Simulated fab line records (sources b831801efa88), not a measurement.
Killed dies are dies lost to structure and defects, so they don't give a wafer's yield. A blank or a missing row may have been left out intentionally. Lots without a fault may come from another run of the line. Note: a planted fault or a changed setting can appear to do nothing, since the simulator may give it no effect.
The tool behind it: which one? ; flow sky130 ; Sampling: 7 lots, 21 wafers, 6 of 708 route steps

WHAT THE GAUGES SHOWED, per wafer
SKY_SD_P_TW_MEAS_11.
lot;measured;on;SD_P_TW
L120;day 25 21:56;film_metro-03;2819 2802 2829
L122;day 26 15:35;film_metro-01;2809 2791 2802
L137;day 31 11:05;film_metro-03;2798 2796 2818
L140;day 32 10:38;film_metro-01;2838 2835 2823
L142;day 33 10:56;film_metro-01;2833 2824 2833

TOOL THAT RAN EACH LOT (tool first, then ch and the chambers of the sampled wafers, then the start)
lot;SKY_FIELD_ISO_ETCH_14;SKY_FIELD_ISO_ETCH_15;SKY_FIELD_ISO_STRIP_16;SKY_POLY_GATE_ETCH_17;SKY_LDD_LDN_STRIP_12
L120;rie_diel-01 ch 0,3, day 2 11:08;rie_diel-01 ch 0,3, day 2 11:11;plasma_asher-01 ch 0,1, day 2 11:14;rie_si-02 ch 0,2,3, day 16 18:43;plasma_asher-04 ch 0,1, day 23 08:43
L122;rie_diel-04 ch 2,3, day 2 20:02;rie_diel-04 ch 2,3, day 2 20:04;plasma_asher-04 ch 0,1, day 2 20:08;rie_si-02 ch 0,3, day 17 06:03;plasma_asher-03 ch 0,1, day 23 23:01
L128;rie_diel-02 ch 1,2,3, day 4 04:54;rie_diel-02 ch 1,2,3, day 4 04:56;plasma_asher-04 ch 0,1, day 4 05:00;-;-
L131;rie_diel-02 ch 0,1, day 4 19:05;rie_diel-02 ch 0,1, day 4 19:08;plasma_asher-04 ch 0,1, day 4 19:11;-;-
L137;rie_diel-01 ch 0,3, day 6 03:23;rie_diel-01 ch 0,3, day 6 03:25;plasma_asher-01 ch 0,1, day 6 03:28;rie_si-02 ch 1,2,3, day 22 18:16;plasma_asher-03 ch 0,1, day 29 00:29
L140;rie_diel-04 ch 0,1,2, day 6 17:45;rie_diel-04 ch 0,1,2, day 6 17:47;plasma_asher-04 ch 0,1, day 6 17:51;rie_si-01 ch 1,2,3, day 23 18:07;plasma_asher-02 ch 0,1, day 29 22:43
L142;rie_diel-04 ch 0,1,3, day 7 09:32;rie_diel-04 ch 0,1,3, day 7 09:35;plasma_asher-01 ch 0,1, day 7 09:40;rie_si-01 ch 0,3, day 25 02:36;plasma_asher-03 ch 0,1, day 31 03:02
- SKY_FIELD_ISO_ETCH_14: etches BARC in N2/H2, stops on SiO2, time 45.9 s, target depth 60 nm.
- SKY_FIELD_ISO_ETCH_15: etches the open film in CHF3/O2, stops on Si, target depth 180 nm, time 72 s.
- SKY_FIELD_ISO_STRIP_16: strips in O2/N2.
- SKY_POLY_GATE_ETCH_17: etches poly-Si in HBr/Cl2, stops on SiO2, target depth 180 nm, time 70.5 s.
- SKY_LDD_LDN_STRIP_12: strips in O2/N2.

THE ANSWER, worked out from the rows above alone
Rule: the usual values come from the lots themselves. The widest of any qualifying gaps counts: lots, ordered by their means at a reading, are off when they make up no more than a third of the lots, leave a main group of 4 or more, and stand apart from it by 3 or more times the standard deviation of that group's means. Not used: any main group whose means are identical at the precision the tables above print for the reading. Also off: a lot with no number at a reading for which 4 or more lots have one. All remaining lots with rows at the step are treated as sound.
Nothing can be told from this: no lot is off at any reading shown.

WHAT THE SIMULATOR HAD PUT IN
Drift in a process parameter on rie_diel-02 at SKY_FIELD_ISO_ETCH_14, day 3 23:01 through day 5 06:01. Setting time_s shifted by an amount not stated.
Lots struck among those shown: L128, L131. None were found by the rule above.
